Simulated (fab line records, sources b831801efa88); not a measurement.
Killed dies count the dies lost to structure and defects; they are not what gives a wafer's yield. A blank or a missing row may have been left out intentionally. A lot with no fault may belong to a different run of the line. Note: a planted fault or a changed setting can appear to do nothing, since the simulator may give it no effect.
fab line records	flow sky130
record: lots: 24	wafers: 72	last_day: 50
route steps=708 shown CONTACT@424 VIA1@471 VIA4@650 PAD_OPEN@701
lots that met no fault: taken from a fault-free run of the same line
start_h: hours from the record's opening day to when the first of the lot's shown wafers began	wait_h: hours elapsed since this lot's preceding step	" identical to the entry in the row above	L1.1+2: a row that stands for several wafers	- no value, or no start given	* or withheld: withheld	< > ~ a bound
route shown NAME@n: a module of which the file shows steps, and the number in the route of the first	usual: mean/standard deviation of fault-free wafers	same: alike in all rows	chamber/n: place in a boat	sites: the reading at each site	_std_site: their standard deviation	_edge_site: outer sites' mean less inner sites'	radius_mm: how far each site lies from the wafer's centre	mask NAME#n: copy n	behind: the tool/chamber that last shaped the wafer	hold: why the lot was held/for how many hours/how that ended	device: whichever transistor did not switch (one of n, p or np)	end of line: the route-end tests of the same wafers	a step without rows: its recipe alone	killed: at the first sort, the dies lost to defects and structure; wafer yield is something else	map: the dies of a wafer, with x for killed, . for not killed, _ for no die there
set.NAME: the setting the step ran with; set.NAME@STEP: the setting that earlier step ran with	model.NAME: the simulator's own value behind a step, which no gauge read
one table for each step of the route and one row for each wafer, over a sample of lots
services: a tool's chamber out of use, with start hour (start_h, from the record's first day; less than 0 if before it), hours out, and reason
== steps ==
step: SKY_CONTACT_ETCH_18
recipe: target: Si3N4	chemistry: CHF3/O2	stop_on: TiN	source_w: 600	bias_w: 200	pressure_mtorr: 40	chf3_flow_sccm: 50	O2_flow_sccm: 5	time_s: 39	target_depth_a: 750
usual: drypump_motor_current_A: 5.8/0.49	oes_product_au: 0.856/0.0074	throttle_valve_pct: 8.792/0.0086
lot.wafer	tool	chamber	start_h	wait_h	drypump_motor_current_A	oes_product_au	rf_hours_counter_h	throttle_valve_pct
L074.1	rie_diel-03	3	-	-	5.5	0.855	9	8.793
L074.4	"	2	"	"	6.7	0.867	0	8.789
L074.5	"	3	"	"	5.5	0.864	-	8.802
L075.1	rie_diel-01	0	-	-	6.2	0.844	8	8.786
L075.5	"	0	"	"	6.2	0.848	-	8.792
L075.6	"	1	"	"	5.3	0.863	-	8.795
L076.4	rie_diel-01	0	-	-	6.2	0.858	9	8.783
L076.5	"	2	"	"	5.4	0.860	-	8.782
L076.6	"	3	"	"	6.2	0.849	-	8.795
L077.4	rie_diel-03	0	-	-	5.8	0.874	14	8.783
L077.5	"	1	"	"	5.1	0.852	-	8.799
L077.6	"	0	"	"	5.8	0.851	-	8.782
L078.3	rie_diel-04	1	-	-	5.9	0.857	9	8.786
L078.5	"	3	"	"	6.0	0.853	-	8.798
L078.6	"	2	"	"	5.9	0.864	-	8.790
L079.1	rie_diel-01	2	-	-	5.4	0.851	1	8.792
L079.2	"	1	"	"	5.2	0.851	20	8.793
L079.5	"	0	"	"	6.2	0.852	-	8.788
L082.2	rie_diel-04	3	-	-	6.0	0.840	21	8.782
L082.3	"	2	"	"	5.9	0.842	3	8.794
L082.6	"	1	"	"	5.9	0.852	-	8.803
L080.3	rie_diel-01	3	-	-	6.3	0.854	8	8.788
L080.4	"	2	"	"	5.4	0.857	2	8.777
L080.5	"	0	"	"	6.2	0.860	-	8.789
L081.1	rie_diel-03	0	-	-	5.8	0.862	16	8.785
L081.5	"	2	"	"	6.7	0.861	-	8.793
L081.6	"	1	"	"	5.1	0.866	-	8.797
L083.2	rie_diel-03	2	-	-	6.8	0.857	3	8.812
L083.4	"	0	"	"	5.8	0.867	16	8.800
L083.6	"	3	"	"	5.5	0.864	-	8.788
L084.1	rie_diel-03	3	-	-	5.4	0.847	12	8.798
L084.4	"	1	"	"	5.1	0.853	4	8.784
L084.6	"	1	"	"	5.1	0.860	-	8.785
L085.1	rie_diel-01	1	-	-	5.2	0.860	21	8.792
L085.2	"	3	"	"	6.3	0.858	9	8.806
L085.3	"	0	"	"	6.3	0.851	11	8.803
L086.2	rie_diel-04	1	-	-	5.9	0.844	11	8.802
L086.3	"	2	"	"	5.9	0.854	5	8.785
L086.5	"	3	"	"	6.1	0.849	-	8.799
L087.4	rie_diel-01	0	-	-	6.2	0.855	11	8.791
L087.5	"	0	"	"	6.2	0.872	-	8.781
L087.6	"	3	"	"	6.3	0.873	-	8.799
L088.4	rie_diel-01	1	-	-	5.2	0.866	-	8.790
L088.5	"	3	"	"	6.3	0.850	-	8.774
L088.6	"	0	"	"	6.2	0.864	-	8.798
L089.2	rie_diel-03	2	-	-	6.7	0.859	5	8.791
L089.3	"	1	"	"	5.1	0.868	5	8.793
L089.5	"	1	"	"	5.1	0.867	-	8.782
L090.1	rie_diel-03	1	-	-	5.1	0.853	6	8.789
L090.2	"	0	"	"	5.8	0.842	17	8.782
L090.5	"	1	"	"	5.1	0.860	-	8.792
L091.3	rie_diel-04	3	-	-	6.0	0.850	24	8.793
L091.5	"	3	"	"	6.0	0.859	-	8.790
L091.6	"	2	"	"	5.9	0.863	-	8.789
L092.2	rie_diel-03	1	-	-	5.1	0.863	6	8.799
L092.4	"	2	"	"	6.7	0.857	-	8.794
L092.5	"	3	"	"	5.5	0.857	-	8.794
L093.2	rie_diel-04	1	-	-	5.9	0.856	12	8.783
L093.4	"	3	"	"	6.0	0.862	24	8.793
L093.6	"	2	"	"	5.9	0.864	-	8.808
L094.1	rie_diel-01	0	-	-	6.2	0.856	13	8.794
L094.3	"	2	"	"	5.4	0.852	4	8.807
L094.5	"	3	"	"	6.3	0.857	-	8.795
L095.1	rie_diel-04	3	-	-	6.0	0.852	25	8.792
L095.3	"	0	"	"	5.8	0.849	14	8.800
L095.6	"	0	"	"	5.8	0.847	-	8.802
L096.2	rie_diel-03	2	-	-	6.8	0.856	6	8.803
L096.4	"	3	"	"	5.5	0.866	15	8.803
L096.6	"	2	"	"	6.7	0.848	-	8.804
L097.1	rie_diel-03	3	-	-	5.5	0.847	15	8.788
L097.3	"	1	"	"	5.1	0.852	7	8.807
L097.6	"	1	"	"	5.0	0.857	-	8.778
step: SKY_VIA1_OVL_MEAS_13
usual: VIA1_OVL: 0/5
lot.wafer	tool	chamber	start_h	wait_h	VIA1_OVL[nm]
L074.1	overlay-01	-	783.18	0.1	6
L074.4	"	-	"	"	0
L074.5	"	-	"	"	-8
L075.1	overlay-01	-	792.36	0.1	7
L075.5	"	-	"	"	2
L075.6	"	-	"	"	4
L076.4	overlay-02	-	798.42	0.1	-10
L076.5	"	-	"	"	-4
L076.6	"	-	"	"	-6
L077.4	overlay-02	-	806.14	0.1	5
L077.5	"	-	"	"	-6
L077.6	"	-	"	"	-3
L078.3	overlay-02	-	816.16	0.1	4
L078.5	"	-	"	"	3
L078.6	"	-	"	"	5
L079.1	overlay-01	-	832.93	0.1	4
L079.2	"	-	"	"	1
L079.5	"	-	"	"	1
L082.2	overlay-01	-	857.63	0.1	-1
L082.3	"	-	"	"	-2
L082.6	"	-	"	"	-1
L080.3	overlay-02	-	858.01	0.1	1
L080.4	"	-	"	"	-1
L080.5	"	-	"	"	3
L081.1	overlay-02	-	861.76	0.1	9
L081.5	"	-	"	"	11
L081.6	"	-	"	"	8
L083.2	overlay-01	-	864.18	0.1	-6
L083.4	"	-	"	"	-3
L083.6	"	-	"	"	-8
L084.1	overlay-02	-	871.45	0.1	3
L084.4	"	-	"	"	7
L084.6	"	-	"	"	6
L085.1	overlay-02	-	878.91	0.1	0
L085.2	"	-	"	"	7
L085.3	"	-	"	"	0
L086.2	overlay-02	-	888.06	0.1	-5
L086.3	"	-	"	"	-9
L086.5	"	-	"	"	-4
L087.4	overlay-02	-	889.22	0.1	-1
L087.5	"	-	"	"	-7
L087.6	"	-	"	"	2
L088.4	overlay-01	-	902.02	0.1	1
L088.5	"	-	"	"	0
L088.6	"	-	"	"	1
L089.2	overlay-01	-	910.01	0.1	-1
L089.3	"	-	"	"	-2
L089.5	"	-	"	"	4
L090.1	overlay-01	-	912.48	0.1	-9
L090.2	"	-	"	"	-9
L090.5	"	-	"	"	-9
L091.3	overlay-01	-	921.77	0.1	4
L091.5	"	-	"	"	0
L091.6	"	-	"	"	13
L092.2	overlay-01	-	932.26	0.1	5
L092.4	"	-	"	"	-4
L092.5	"	-	"	"	-4
L093.2	overlay-02	-	938.81	0.1	5
L093.4	"	-	"	"	9
L093.6	"	-	"	"	-3
L094.1	overlay-02	-	947.80	0.1	-5
L094.3	"	-	"	"	-5
L094.5	"	-	"	"	-5
L095.1	overlay-01	-	951.05	0.1	-7
L095.3	"	-	"	"	-6
L095.6	"	-	"	"	1
L096.2	overlay-01	-	952.18	0.1	1
L096.4	"	-	"	"	0
L096.6	"	-	"	"	0
L097.1	overlay-02	-	954.78	0.1	0
L097.3	"	-	"	"	-3
L097.6	"	-	"	"	6
step: SKY_VIA1_ETCH_14
recipe: chemistry: N2/H2	target: BARC	ion_energy_ev: 200	source_w: 500	bias_w: 100	pressure_mtorr: 30	n2_flow_sccm: 100	h2_flow_sccm: 200	stop_on: SiO2	time_s: 45.9	target_depth_a: 600
usual: drypump_motor_current_A: 5.7/0.49	oes_product_au: 0.853/0.0046	throttle_valve_pct: 13.223/0.009
lot.wafer	tool	chamber	start_h	wait_h	drypump_motor_current_A	oes_product_au	rf_hours_counter_h	throttle_valve_pct
L074.1	rie_diel-03	2	783.21	0.0	6.8	0.851	2	13.218
L074.4	"	0	"	"	5.8	0.855	15	13.224
L074.5	"	0	"	"	5.8	0.858	-	13.222
L075.1	rie_diel-02	0	792.39	0.0	5.5	0.841	3	13.228
L075.5	"	0	"	"	5.5	0.854	-	13.216
L075.6	"	3	"	"	6.1	0.853	-	13.214
L076.4	rie_diel-02	1	798.44	0.0	5.3	0.853	5	13.226
L076.5	"	0	"	"	5.5	0.858	-	13.236
L076.6	"	1	"	"	5.3	0.851	-	13.233
L077.4	rie_diel-02	3	806.16	0.0	6.1	0.852	5	13.228
L077.5	"	1	"	"	5.4	0.858	-	13.229
L077.6	"	0	"	"	5.4	0.857	-	13.236
L078.3	rie_diel-01	1	816.19	0.0	5.2	0.852	21	13.225
L078.5	"	3	"	"	6.2	0.856	-	13.219
L078.6	"	2	"	"	5.4	0.855	-	13.221
L079.1	rie_diel-02	0	832.96	0.0	5.4	0.851	5	13.231
L079.2	"	3	"	"	6.0	0.859	6	13.222
L079.5	"	3	"	"	6.1	0.855	-	13.222
L082.2	rie_diel-02	2	857.66	0.0	5.0	0.853	7	13.208
L082.3	"	1	"	"	5.4	0.855	6	13.231
L082.6	"	2	"	"	5.1	0.851	-	13.235
L080.3	rie_diel-01	2	858.04	0.0	5.4	0.850	3	13.221
L080.4	"	3	"	"	6.2	0.860	10	13.215
L080.5	"	3	"	"	6.3	0.846	-	13.223
L081.1	rie_diel-03	2	861.79	0.0	6.7	0.849	5	13.231
L081.5	"	0	"	"	5.8	0.848	-	13.223
L081.6	"	1	"	"	5.1	0.847	-	13.232
L083.2	rie_diel-01	0	864.21	0.0	6.2	0.859	12	13.219
L083.4	"	3	"	"	6.3	0.856	10	13.230
L083.6	"	2	"	"	5.4	0.856	-	13.219
L084.1	rie_diel-01	2	871.49	0.0	5.4	0.856	3	13.215
L084.4	"	0	"	"	6.2	0.850	13	13.229
L084.6	"	0	"	"	6.2	0.852	-	13.228
L085.1	rie_diel-02	2	878.94	0.0	5.0	0.851	8	13.218
L085.2	"	0	"	"	5.5	0.855	6	13.228
L085.3	"	3	"	"	6.1	0.851	7	13.213
L086.2	rie_diel-01	0	888.09	0.0	6.2	0.858	13	13.214
L086.3	"	1	"	"	5.3	0.858	23	13.224
L086.5	"	0	"	"	6.3	0.851	-	13.219
L087.4	rie_diel-03	2	889.24	0.0	6.7	0.841	6	13.227
L087.5	"	2	"	"	6.7	0.853	-	13.232
L087.6	"	1	"	"	5.1	0.858	-	13.212
L088.4	rie_diel-02	3	902.04	0.0	6.1	0.852	7	13.221
L088.5	"	0	"	"	5.4	0.852	-	13.217
L088.6	"	1	"	"	5.4	0.856	-	13.226
L089.2	rie_diel-01	2	910.04	0.0	5.4	0.852	4	13.224
L089.3	"	3	"	"	6.3	0.852	12	13.226
L089.5	"	1	"	"	5.2	0.852	-	13.200
L090.1	rie_diel-02	3	912.51	0.0	6.1	0.856	8	13.227
L090.2	"	0	"	"	5.4	0.855	6	13.217
L090.5	"	1	"	"	5.3	0.858	-	13.222
L091.3	rie_diel-01	2	921.79	0.0	5.4	0.848	5	13.233
L091.5	"	0	"	"	6.3	0.855	-	13.219
L091.6	"	3	"	"	6.3	0.850	-	13.232
L092.2	rie_diel-03	0	932.29	0.0	5.8	0.855	19	13.223
L092.4	"	0	"	"	5.8	0.847	-	13.228
L092.5	"	0	"	"	5.8	0.852	-	13.209
L093.2	rie_diel-01	0	938.84	0.0	6.2	0.851	15	13.221
L093.4	"	0	"	"	6.2	0.858	-	13.230
L093.6	"	2	"	"	5.4	0.853	-	13.229
L094.1	rie_diel-03	3	947.84	0.0	5.5	0.858	16	13.224
L094.3	"	0	"	"	5.8	0.854	20	13.228
L094.5	"	0	"	"	5.8	0.862	-	13.221
L095.1	rie_diel-01	2	951.09	0.0	5.4	0.855	6	13.203
L095.3	"	0	"	"	6.3	0.844	15	13.228
L095.6	"	3	"	"	6.3	0.848	-	13.218
L096.2	rie_diel-03	3	952.21	0.0	5.5	0.850	16	13.210
L096.4	"	2	"	"	6.8	0.851	8	13.225
L096.6	"	0	"	"	5.8	0.849	-	13.234
L097.1	rie_diel-03	2	954.81	0.0	6.8	0.839	8	13.226
L097.3	"	3	"	"	5.5	0.849	16	13.221
L097.6	"	3	"	"	5.5	0.854	-	13.232
step: SKY_VIA4_OVL_MEAS_11
usual: VIA4_OVL: -0.8/1.2
lot.wafer	tool	chamber	start_h	wait_h	VIA4_OVL[nm]
L074.1	overlay-01	-	996.28	0.1	-0.4
L074.4	"	-	"	"	1.0
L074.5	"	-	"	"	-1.8
L075.1	overlay-01	-	1001.76	0.1	0.1
L075.5	"	-	"	"	-2.0
L075.6	"	-	"	"	0.0
L076.4	overlay-02	-	1010.93	0.1	-0.6
L076.5	"	-	"	"	-0.4
L076.6	"	-	"	"	0.3
L077.4	overlay-02	-	1017.71	0.1	1.0
L077.5	"	-	"	"	0.0
L077.6	"	-	"	"	-0.6
L078.3	overlay-01	-	1023.35	0.1	-1.0
L078.5	"	-	"	"	-2.1
L078.6	"	-	"	"	-2.3
L079.1	overlay-01	-	1037.79	0.1	-0.4
L079.2	"	-	"	"	0.9
L079.5	"	-	"	"	1.0
L082.2	overlay-01	-	1060.90	0.1	-0.5
L082.3	"	-	"	"	0.8
L082.6	"	-	"	"	0.2
L080.3	overlay-02	-	1061.37	0.1	-2.4
L080.4	"	-	"	"	-1.2
L080.5	"	-	"	"	-0.6
L081.1	overlay-02	-	1063.39	0.1	0.3
L081.5	"	-	"	"	-0.4
L081.6	"	-	"	"	-0.2
L083.2	overlay-01	-	1065.79	0.1	-2.2
L083.4	"	-	"	"	-1.0
L083.6	"	-	"	"	-1.7
L084.1	overlay-01	-	1072.73	0.1	-1.0
L084.4	"	-	"	"	-2.6
L084.6	"	-	"	"	-0.7
L085.1	overlay-01	-	1078.59	0.1	-0.7
L085.2	"	-	"	"	-1.7
L085.3	"	-	"	"	-1.6
L086.2	overlay-01	-	1084.94	0.1	-1.1
L086.3	"	-	"	"	-1.2
L086.5	"	-	"	"	0.4
L087.4	overlay-02	-	1086.91	0.1	1.3
L087.5	"	-	"	"	1.1
L087.6	"	-	"	"	-0.6
L088.4	overlay-01	-	1095.58	0.1	-2.6
L088.5	"	-	"	"	-1.8
L088.6	"	-	"	"	-3.6
L089.2	overlay-02	-	1102.19	0.1	1.1
L089.3	"	-	"	"	-0.2
L089.5	"	-	"	"	0.1
L090.1	overlay-02	-	1104.58	0.1	0.0
L090.2	"	-	"	"	-2.0
L090.5	"	-	"	"	0.1
L091.3	overlay-02	-	1110.49	0.1	1.0
L091.5	"	-	"	"	-0.3
L091.6	"	-	"	"	0.8
L092.2	overlay-02	-	1119.80	0.1	-1.1
L092.4	"	-	"	"	-1.3
L092.5	"	-	"	"	2.3
L093.2	overlay-02	-	1125.02	0.1	-1.4
L093.4	"	-	"	"	1.2
L093.6	"	-	"	"	-1.1
L094.1	overlay-01	-	1132.88	0.1	0.8
L094.3	"	-	"	"	-1.0
L094.5	"	-	"	"	-0.6
L095.1	overlay-01	-	1137.73	0.1	-2.7
L095.3	"	-	"	"	-1.9
L095.6	"	-	"	"	-2.7
L096.2	overlay-01	-	1137.82	0.1	-4.0
L096.4	"	-	"	"	-1.6
L096.6	"	-	"	"	-2.8
L097.1	overlay-01	-	1139.14	0.1	0.1
L097.3	"	-	"	"	-0.2
L097.6	"	-	"	"	-0.8
step: SKY_PAD_OPEN_ETCH_07
recipe: chemistry: CF4/O2	target_depth_nm: 725	stop_on: AlCu	source_w: 800	bias_w: 150	pressure_mtorr: 150	cf4_flow_sccm: 80	O2_flow_sccm: 10	time_s: 161.1
usual: cf4_flow_sccm: 80.01/0.25	drypump_motor_current_A: 5.8/0.49	oes_product_au: 0.978/0.0069	throttle_valve_pct: 5.963/0.009
lot.wafer	tool	chamber	start_h	wait_h	cf4_flow_sccm	drypump_motor_current_A	oes_product_au	rf_hours_counter_h	throttle_valve_pct
L074.1	rie_diel-03	0	1065.48	-	79.78	5.8	0.977	23	5.969
L074.4	"	3	"	"	79.73	5.5	0.980	19	5.970
L074.5	"	0	"	"	80.02	5.8	0.982	-	5.968
L075.1	rie_diel-03	1	1071.01	-	80.26	5.1	0.968	13	5.976
L075.5	"	2	"	"	80.37	6.7	0.982	-	5.946
L075.6	"	3	"	"	80.20	5.5	0.980	-	5.964
L076.4	rie_diel-01	1	1078.11	-	80.07	5.2	0.984	5	5.961
L076.5	"	2	"	"	79.92	5.4	0.980	-	5.959
L076.6	"	1	"	"	80.17	5.2	0.975	-	5.955
L077.4	rie_diel-01	0	1085.28	-	79.73	6.2	0.974	19	5.955
L077.5	"	3	"	"	80.19	6.3	0.979	-	5.958
L077.6	"	2	"	"	80.10	5.4	0.987	-	5.970
L078.3	rie_diel-04	3	1090.23	-	79.62	6.0	0.979	32	5.939
L078.5	"	0	"	"	79.95	5.8	0.970	-	5.969
L078.6	"	3	"	"	79.88	6.0	0.985	-	5.961
L079.1	rie_diel-03	3	1102.88	-	79.95	5.5	0.983	20	5.967
L079.2	"	1	"	"	79.82	5.1	0.985	14	5.960
L079.5	"	2	"	"	80.32	6.8	0.988	-	5.970
L082.2	rie_diel-03	3	1124.71	-	80.48	5.5	0.971	21	5.968
L082.3	"	2	"	"	79.88	6.8	0.970	13	5.962
L082.6	"	3	"	"	80.39	5.5	0.982	-	5.973
L080.3	rie_diel-01	2	1124.87	-	80.28	5.4	0.970	12	5.959
L080.4	"	1	"	"	80.22	5.2	0.990	6	5.958
L080.5	"	2	"	"	80.24	5.4	0.984	-	5.956
L081.1	rie_diel-01	0	1126.37	-	80.02	6.2	0.978	21	5.951
L081.5	"	0	"	"	79.80	6.3	0.989	-	5.974
L081.6	"	3	"	"	80.09	6.2	0.984	-	5.945
L083.2	rie_diel-01	2	1129.27	-	80.22	5.4	0.981	13	5.955
L083.4	"	1	"	"	80.41	5.2	0.975	6	5.946
L083.6	"	0	"	"	79.68	6.2	0.982	-	5.973
L084.1	rie_diel-01	3	1135.73	-	80.10	6.3	0.970	19	5.977
L084.4	"	3	"	"	79.84	6.3	0.976	-	5.960
L084.6	"	1	"	"	80.37	5.2	0.977	-	5.961
L085.1	rie_diel-04	0	1140.82	-	79.99	5.8	0.963	23	5.958
L085.2	"	1	"	"	80.13	5.9	0.979	22	5.963
L085.3	"	2	"	"	79.54	5.9	0.980	15	5.960
L086.2	rie_diel-04	3	1146.03	-	79.73	6.0	0.970	1	5.964
L086.3	"	0	"	"	80.38	5.8	0.983	23	5.950
L086.5	"	1	"	"	80.09	5.9	0.982	-	5.970
L087.4	rie_diel-04	2	1147.87	-	80.42	5.9	0.982	16	5.950
L087.5	"	3	"	"	79.84	6.0	0.974	-	5.964
L087.6	"	0	"	"	79.97	5.8	0.973	-	5.967
L088.4	rie_diel-04	0	1156.33	-	80.02	5.8	0.967	24	5.978
L088.5	"	0	"	"	79.78	5.8	0.983	-	5.964
L088.6	"	3	"	"	79.92	6.0	0.979	-	5.958
L089.2	rie_diel-03	1	1160.41	-	80.02	5.1	0.975	16	5.951
L089.3	"	2	"	"	80.00	6.7	0.980	15	5.960
L089.5	"	2	"	"	79.85	6.8	0.981	-	5.968
L090.1	rie_diel-03	2	1163.57	-	79.43	6.8	0.980	15	5.943
L090.2	"	1	"	"	80.04	5.1	0.982	16	5.975
L090.5	"	3	"	"	79.86	5.5	0.986	-	5.961
L091.3	rie_diel-03	2	1168.78	-	79.68	6.7	0.970	15	5.967
L091.5	"	1	"	"	79.53	5.1	0.976	-	5.951
L091.6	"	2	"	"	79.63	6.7	0.982	-	5.977
L092.2	rie_diel-03	3	1176.16	-	79.53	5.5	0.976	23	5.966
L092.4	"	1	"	"	80.22	5.1	0.978	17	5.959
L092.5	"	1	"	"	79.92	5.1	0.993	-	5.972
L093.2	rie_diel-01	2	1180.66	-	79.95	5.4	0.975	15	5.976
L093.4	"	3	"	"	79.85	6.2	0.988	-	5.955
L093.6	"	2	"	"	80.33	5.4	0.976	-	5.967
L094.1	rie_diel-01	1	1187.72	-	80.22	5.2	0.987	6	5.957
L094.3	"	2	"	"	80.30	5.4	0.982	15	5.972
L094.5	"	0	"	"	79.91	6.2	0.988	-	5.966
L095.1	rie_diel-01	2	1190.96	-	80.03	5.4	0.980	15	5.966
L095.3	"	0	"	"	80.53	6.3	0.974	25	5.961
L095.6	"	2	"	"	80.29	5.4	0.986	-	5.955
L096.2	rie_diel-03	3	1191.31	-	79.88	5.5	0.964	24	5.946
L096.4	"	2	"	"	80.40	6.8	0.977	16	5.954
L096.6	"	1	"	"	80.00	5.1	0.977	-	5.955
L097.1	rie_diel-04	3	1192.81	-	80.23	6.0	0.962	3	5.964
L097.3	"	2	"	"	80.44	5.9	0.965	18	5.956
L097.6	"	3	"	"	79.81	6.0	0.976	-	5.945
step: SKY_PAD_OPEN_STRIP_08
recipe: chemistry: O2/N2	power_w: 1400	pressure_mtorr: 1500	platen_temp_c: withheld	overash_fraction: 0.7	o2_flow_sccm: 3000	n2_flow_sccm: 300
usual: drypump_motor_current_A: 5.50/0.25	oes_product_au: 0.663/0.005	strip_time_to_endpoint_s: 37.09/0.096
lot.wafer	tool	chamber	start_h	wait_h	drypump_motor_current_A	oes_product_au	rf_hours_counter_h	strip_time_to_endpoint_s
L074.1	plasma_asher-03	1	1065.59	0.1	5.50	0.661	32	37.14
L074.4	"	1	"	"	5.48	0.667	-	37.10
L074.5	"	0	"	"	5.74	0.662	-	37.13
L075.1	plasma_asher-03	1	1071.12	0.1	5.49	0.661	33	37.04
L075.5	"	0	"	"	5.72	0.666	-	37.14
L075.6	"	1	"	"	5.51	0.661	-	37.07
L076.4	plasma_asher-01	0	1078.25	0.1	5.29	0.661	-	37.07
L076.5	"	0	"	"	5.32	0.659	-	37.04
L076.6	"	1	"	"	5.51	0.665	-	37.17
L077.4	plasma_asher-01	0	1085.42	0.1	5.31	0.665	-	37.04
L077.5	"	1	"	"	5.55	0.665	-	37.03
L077.6	"	0	"	"	5.32	0.671	-	37.06
L078.3	plasma_asher-01	0	1090.37	0.1	5.25	0.655	-	37.12
L078.5	"	0	"	"	5.28	0.660	-	37.05
L078.6	"	1	"	"	5.55	0.661	-	37.19
L079.1	plasma_asher-03	0	1102.99	0.1	5.74	0.668	36	37.31
L079.2	"	1	"	"	5.47	0.659	36	37.23
L079.5	"	0	"	"	5.73	0.667	-	37.24
L082.2	plasma_asher-01	1	1124.82	0.1	5.55	0.657	6	37.11
L082.3	"	1	"	"	5.60	0.665	-	37.18
L082.6	"	0	"	"	5.32	0.668	-	37.00
L080.3	plasma_asher-03	0	1125.01	0.1	5.75	0.668	-	37.07
L080.4	"	1	"	"	5.49	0.661	-	37.06
L080.5	"	0	"	"	5.75	0.663	-	37.02
L081.1	plasma_asher-03	0	1126.48	0.1	5.72	0.661	38	37.08
L081.5	"	1	"	"	5.49	0.668	-	37.07
L081.6	"	0	"	"	5.74	0.663	-	37.06
L083.2	plasma_asher-01	1	1129.38	0.1	5.56	0.660	6	37.04
L083.4	"	1	"	"	5.58	0.663	-	36.93
L083.6	"	0	"	"	5.30	0.661	-	37.20
L084.1	plasma_asher-01	1	1135.84	0.1	5.57	0.665	7	37.08
L084.4	"	1	"	"	5.56	0.666	-	37.03
L084.6	"	0	"	"	5.32	0.663	-	37.05
L085.1	plasma_asher-02	1	1140.93	0.1	5.10	0.665	71	36.97
L085.2	"	0	"	"	5.84	0.672	71	37.03
L085.3	"	1	"	"	5.10	0.661	-	37.02
L086.2	plasma_asher-02	1	1146.14	0.1	5.07	0.665	72	37.09
L086.3	"	0	"	"	5.88	0.675	-	37.12
L086.5	"	1	"	"	5.08	0.655	-	37.13
L087.4	plasma_asher-01	0	1148.01	0.1	5.30	0.657	-	36.95
L087.5	"	0	"	"	5.30	0.661	-	36.93
L087.6	"	1	"	"	5.55	0.659	-	36.85
L088.4	plasma_asher-03	1	1156.47	0.1	5.47	0.673	-	37.19
L088.5	"	0	"	"	5.73	0.659	-	37.26
L088.6	"	1	"	"	5.48	0.659	-	37.10
L089.2	plasma_asher-03	1	1160.52	0.1	5.44	0.661	42	36.97
L089.3	"	1	"	"	5.47	0.667	-	37.15
L089.5	"	0	"	"	5.71	0.660	-	37.02
L090.1	plasma_asher-03	1	1163.68	0.1	5.47	0.664	42	36.89
L090.2	"	0	"	"	5.77	0.657	42	37.01
L090.5	"	0	"	"	5.74	0.669	-	36.99
L091.3	plasma_asher-01	0	1168.92	0.1	5.28	0.661	-	37.03
L091.5	"	0	"	"	5.29	0.666	-	36.82
L091.6	"	1	"	"	5.56	0.659	-	36.97
L092.2	plasma_asher-02	0	1176.27	0.1	5.87	0.669	74	37.10
L092.4	"	1	"	"	5.09	0.657	-	37.09
L092.5	"	1	"	"	5.09	0.665	-	37.12
L093.2	plasma_asher-02	0	1180.77	0.1	5.86	0.666	75	37.00
L093.4	"	1	"	"	5.10	0.666	-	37.07
L093.6	"	0	"	"	5.88	0.666	-	37.04
L094.1	plasma_asher-02	1	1187.85	0.1	5.10	0.655	76	37.12
L094.3	"	0	"	"	5.87	0.664	-	37.22
L094.5	"	0	"	"	5.90	0.669	-	37.34
L095.1	plasma_asher-02	1	1191.07	0.1	5.10	0.659	76	37.15
L095.3	"	1	"	"	5.11	0.664	-	37.19
L095.6	"	1	"	"	5.10	0.662	-	37.13
L096.2	plasma_asher-02	1	1191.42	0.1	5.11	0.660	76	37.13
L096.4	"	1	"	"	5.10	0.667	-	36.99
L096.6	"	1	"	"	5.10	0.661	-	37.17
L097.1	plasma_asher-01	1	1192.92	0.1	5.52	0.663	13	37.21
L097.3	"	1	"	"	5.54	0.667	-	37.31
L097.6	"	1	"	"	5.54	0.665	-	37.06
== services ==
tool	chamber	start_h	hours	kind
rie_diel-04	-	704.32	1.8	repair
rie_diel-01	-	717.63	0.6	repair
rie_diel-04	1	725.24	15.6	repair
rie_diel-04	2	730.34	5.1	repair
rie_diel-01	1	785.91	9.8	repair
rie_diel-03	0	794.25	8.6	repair
rie_diel-01	2	845.22	5.1	repair
rie_diel-04	1	854.48	2.7	repair
rie_diel-03	0	868.36	14.9	repair
rie_diel-04	0	879.64	1.5	repair
rie_diel-03	-	887.92	0.9	repair
rie_diel-01	0	907.31	13.5	repair
rie_diel-04	0	913.14	2.5	repair
rie_diel-03	0	924.36	2.7	repair
rie_diel-03	3	925.08	7.8	repair
rie_diel-03	2	926.69	11.7	repair
rie_diel-04	2	971.29	7.3	repair
rie_diel-03	-	1067.09	2.8	pm
rie_diel-01	1	1098.55	10.0	repair
rie_diel-01	3	1104.22	6.2	repair
rie_diel-04	2	1113.39	12.9	repair
rie_diel-01	2	1131.43	4.6	repair
rie_diel-01	1	1137.37	48.0	repair
rie_diel-01	3	1182.91	9.4	repair
== key ==
fault none
